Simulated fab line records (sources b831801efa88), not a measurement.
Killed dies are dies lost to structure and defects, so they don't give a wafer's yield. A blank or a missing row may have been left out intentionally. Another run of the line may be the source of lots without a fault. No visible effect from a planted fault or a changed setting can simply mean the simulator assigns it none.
Struck lot and sound lot, side by side | flow sky130 | 23 steps out of a route of 708
Sound: these wafers, L540.2, L540.3, L540.6. Struck: wafer L554.4 (left out: L554.2, a lot-mate that was not struck); the cause follows at the end.
Each step with rows lists, per side, the tool, then ch with its chambers, then its first start. Under that, the readings that differ: sound wafers | struck wafers | difference of the means | sigmas: that difference in standard deviations of wafers without a fault.
alike: readings with means less than 2 such deviations apart, plus words and numbers identical on both sides. not compared: withheld readings, readings lacking a value on some wafer, bounds such as >300 that could conceal the same value, and numbers that have no deviation in the record and whose values overlap.
Wherever a step has rows on one side only, a row that says differs or no value, or a row with sigmas, the two part there. When numbers do not overlap yet have no deviation, they are printed without sigmas and do not part them. A reading missing from all wafers of one side parts the sides only when that side holds two or more wafers.

first, 8 steps without rows for these wafers: SKY_LDD_N_IMPLANT_08; SKY_LDD_N_IMPLANT_09; SKY_LDD_N_IMPLANT_10; SKY_LDD_N_IMPLANT_11; SKY_LDD_N_IMPLANT_12; SKY_LDD_N_IMPLANT_13; SKY_LDD_N_IMPLANT_14; SKY_LDD_N_IMPLANT_15.
SKY_LDD_N_STRIP_16: strips in O2/N2.
  sound on plasma-asher-01 ch 0,1, day 19 06:56; struck on plasma-asher-01 ch 0, day 23 16:47
  alike: drypump-motor-current-A, n2-flow-sccm, oes-product-au, strip-time-to-endpoint-s
  not compared: rf-hours-counter-h
SKY_LDD_N_TW_MEAS_17:
  sound on film-metro-01, day 19 07:02; struck on film-metro-04, day 23 16:54
  alike: LDD_N_TW
then, 2 steps without rows for these wafers: SKY_LDD_P_DEHYDRATE_00 (time 60 s); SKY_LDD_P_HMDS_01 (prime time 60 s).
SKY_LDD_P_COAT_02: resist thk 1140 nm.
  sound on litho-track-04 ch 0, day 19 21:31; struck on litho-track-03 ch 0, day 24 07:10
  reading                                    | sound          | struck | difference | sigmas
  model.NOVOLAK_of_LDD_P_COAT_02.thk-nm (nm) | 1138 1139 1137 | 1211   | +73        |
then, 3 steps without rows for these wafers: SKY_LDD_P_SOFTBAKE_03 (time 60 s); SKY_LDD_P_EXPOSE_04 (exposes mask PSDM, target cd 380 nm); SKY_LDD_P_PEB_05.
SKY_LDD_P_DEVELOP_06: develop time 60 s.
  sound on litho-track-04 ch 0, day 20 13:13; struck on litho-track-01 ch 0, day 24 21:56
  reading                                    | sound          | struck | difference | sigmas
  model.NOVOLAK_of_LDD_P_COAT_02.thk-nm (nm) | 1138 1139 1136 | 1210   | +72        |
SKY_LDD_P_CD_MEAS_07: the cd target is 380 nm.
  sound on cd-sem-01, day 20 13:22; struck on cd-sem-01, day 24 22:04
  reading    | sound             | struck | difference | sigmas
  cd-nm (nm) | 378.3 378.7 377.2 | 372.2  | -5.9       | -3
SKY_LDD_P_OVL_MEAS_08:
  sound on overlay-02, day 20 13:28; struck on overlay-02, day 24 22:11
  alike: LDD_P_OVL
after that, 1 step had no rows for these wafers: SKY_LDD_P_IMPLANT_09.
SKY_LDD_P_STRIP_10: strips in O2/N2.
  sound on plasma-asher-02 ch 0,1, day 20 13:39; struck on plasma-asher-01 ch 0, day 24 22:22
  reading                      | sound             | struck | difference | sigmas
  oes-product-au (a.u.)        | 0.711 0.710 0.710 | 0.723  | +0.013     | +3
  strip-time-to-endpoint-s (s) | 14.15 14.18 14.14 | 14.97  | +0.81      | +18
  alike: drypump-motor-current-A, n2-flow-sccm
  not compared: rf-hours-counter-h
SKY_LDD_P_TW_MEAS_11:
  sound on film-metro-02, day 20 13:46; struck on film-metro-03, day 24 22:28
  alike: LDD_P_TW
-- a jump in the record: the struck wafers' starts before and after are 25 days apart (it breaks off in module LDD_P and resumes in module PAD_OPEN, where the first step shown is number 708 of the route) --
SKY_PAD_OPEN_PROBE_99:
  sound on prober-02, day 46 18:25; struck on prober-01, day 49 17:34
  reading     | sound    | struck | difference | sigmas
  killed-dies | 91 96 99 | 77     | -18        | -2
  alike: killed_at_M0_to_M3, killed_at_M4_up, killed-at-contacts, killed-at-front-end, killed-open, killed-short

== WHERE THEY PART ==
First at SKY_LDD_P_CD_MEAS_07; last, within this record, at SKY_PAD_OPEN_PROBE_99.

WHY: whatever the simulator had introduced
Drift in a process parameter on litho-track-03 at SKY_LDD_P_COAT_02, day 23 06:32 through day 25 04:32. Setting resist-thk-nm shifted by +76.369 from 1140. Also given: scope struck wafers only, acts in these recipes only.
